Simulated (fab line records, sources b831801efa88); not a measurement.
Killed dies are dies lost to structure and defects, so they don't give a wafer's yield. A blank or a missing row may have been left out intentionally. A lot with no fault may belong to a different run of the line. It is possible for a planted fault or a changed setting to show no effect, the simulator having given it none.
What tool caused it? ; flow gf180mcu ; 21 wafers sampled from 7 lots at 1 step of a route of 602

WHAT THE GAUGES SHOWED, per wafer
GF_V3_CD_MEAS_14 targets a cd of 260 nm.
lot;measured;on;cd nm (nm)
L614;day 22 18:41;cd sem-01;263.1 263.0 260.4
L618;day 24 07:55;cd sem-01;260.5 260.1 259.9
L620;day 24 23:20;cd sem-02;262.1 262.8 262.1
L624;day 26 07:21;cd sem-02;257.6 258.2 258.6
L628;day 27 13:44;cd sem-02;259.9 259.4 259.8
L631;day 28 09:50;cd sem-01;258.9 259.7 258.7
L634;day 29 05:23;cd sem-01;261.0 260.4 261.2

EACH LOT AND THE TOOL THAT RAN IT (in order: tool; ch and the chambers of the sampled wafers; start)
The record shows no process step preceding these readings.

THE ANSWER, worked out from the rows above alone
Rule: usual is defined by the lots themselves. Put in order of their means at a reading, lots are off if they are a third of the lots or fewer, leave a main group of 4 or more, and stand apart from it by a gap of 3 or more times the standard deviation of the main group's means; of several such gaps the widest counts. If all means in a main group match to the digits the tables above print for the reading, that group is not used. Also off: a lot with no number at a reading for which 4 or more lots have one. All remaining lots with rows at the step are treated as sound.
Nothing can be told from this: no lot is off at any reading shown.

WHAT HAD BEEN PUT IN BY THE SIMULATOR
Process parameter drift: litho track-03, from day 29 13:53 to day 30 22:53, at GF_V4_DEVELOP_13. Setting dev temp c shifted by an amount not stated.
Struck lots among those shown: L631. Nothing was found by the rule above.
